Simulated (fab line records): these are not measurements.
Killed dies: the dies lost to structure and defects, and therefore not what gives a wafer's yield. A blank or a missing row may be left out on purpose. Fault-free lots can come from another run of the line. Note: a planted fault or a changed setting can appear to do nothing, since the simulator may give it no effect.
A struck lot beside a sound one -- flow gf180mcu -- 17 out of 602 route steps
Sound: wafers L898.4, L898.5, L898.6. Struck: wafer L911.4 (left out: L911.6, a lot-mate that was not struck); the cause follows at the end.
Per side, at each step with rows, come the tool, then ch with its chambers, and then its first start. Under that, the readings that differ: sound wafers -- struck wafers -- difference of the means -- sigmas: that difference in standard deviations of wafers without a fault.
alike: same words and numbers on both sides, and readings whose means sit less than 2 such deviations apart. not compared: any withheld reading, any reading some wafer has no value for, any bound like >300 that may hide the same value, and any number with overlapping values for which the record gives no deviation.
A row with sigmas, a row that says differs or no value, or rows on one side alone: a step with any of these is where the two part. When numbers do not overlap yet have no deviation, they are printed without sigmas and do not part them. Lack of a reading on every wafer of one side parts them only where that side has two or more wafers.

first, 4 steps without rows for these wafers: GF_SAB_SOFTBAKE_05 (time 60 s); GF_SAB_EXPOSE_06 (exposes mask SAB, target cd 420 nm); GF_SAB_PEB_07; GF_SAB_DEVELOP_08 (develop time 60 s).
GF_SAB_CD_MEAS_09 targets a cd of 420 nm.
  struck on cd sem-01, day 22 22:04; sound on cd sem-02, day 19 06:33
  alike: cd nm
GF_SAB_OVL_MEAS_10:
  struck on overlay-02, day 22 22:08; sound on overlay-01, day 19 06:38
  alike: SAB_OVL
GF_SAB_ETCH_11: etches SiO2 in C4F8/O2/Ar, target depth 55 nm, time 8.5 s.
  sound on rie diel-01 ch 0,3, day 19 06:38; struck on rie diel-03 ch 1, day 22 22:10
  alike: oes product au
  not compared: rf hours counter h
then, 1 step without rows for these wafers: GF_SAB_WET_ETCH_12 (etches SiO2 in dHF, target depth 22 nm, time 440 s).
GF_SAB_STRIP_13: strips in O2/N2.
  sound on plasma asher-03 ch 0,1, day 19 06:50; struck on plasma asher-01 ch 1, day 22 22:20
reading,sound,struck,difference,sigmas
heater power w (W),307 446 306,265,-88,-2
  alike: drypump motor current A, oes product au, strip time to endpoint s
  not compared: rf hours counter h
then, 2 steps without rows for these wafers: GF_SALICIDE_CLEAN_00 (cleans in SC1/SC2, time 150 s); GF_SALICIDE_WET_ETCH_01 (etches SiO2 in dHF, target depth 5 nm, time 100 s).
GF_SALICIDE_SPUTTER_02: material Co, target thk 10 nm, time 20 s.
  struck on pvd sputter-03, day 22 22:29; sound on pvd sputter-03, day 19 06:59
  alike: cathode dc power W, throttle valve pct
GF_SALICIDE_SPUTTER_03: material TiN, target thk 20 nm, time 16.7 s.
  struck on pvd sputter-03, day 22 22:31; sound on pvd sputter-03, day 19 07:01
reading,sound,struck,difference,sigmas
model.TiN_of_SALICIDE_SPUTTER_03.thk nm (nm),19.75 19.56 19.73,21.81,+2.13,
  alike: cathode dc power W, throttle valve pct
GF_SALICIDE_RS_MEAS_04: measurement is done with a four-point probe.
  struck on film metro-04, day 22 22:37; sound on film metro-03, day 19 07:06
reading,sound,struck,difference,sigmas
SALICIDE_TIN_RS (ohm/sq),16.6 16.3 16.3,15.7,-0.7,-2
GF_SALICIDE_THK_MEAS_05: measures by xrf.
  struck on film metro-04, day 22 22:42; sound on film metro-03, day 19 07:11
reading,sound,struck,difference,sigmas
SALICIDE_TIN_THK (nm),19.58 19.36 19.56,21.78,+2.28,+9
GF_SALICIDE_RTA_06: time 30 s.
  sound on rtp anneal-01 ch 0, day 19 07:16; struck on rtp anneal-01 ch 0, day 22 22:47
  alike: lamp power pct, wafer_temp_C_max
GF_PASSIVATION_PROBE_99:
  the record has rows for the sound wafers here (prober-01, day 32 07:08) and none for the struck ones

WHERE THEY PART
Last at GF_PASSIVATION_PROBE_99 as far as this record goes, first at GF_SAB_STRIP_13.

WHY: what had been put in by the simulator
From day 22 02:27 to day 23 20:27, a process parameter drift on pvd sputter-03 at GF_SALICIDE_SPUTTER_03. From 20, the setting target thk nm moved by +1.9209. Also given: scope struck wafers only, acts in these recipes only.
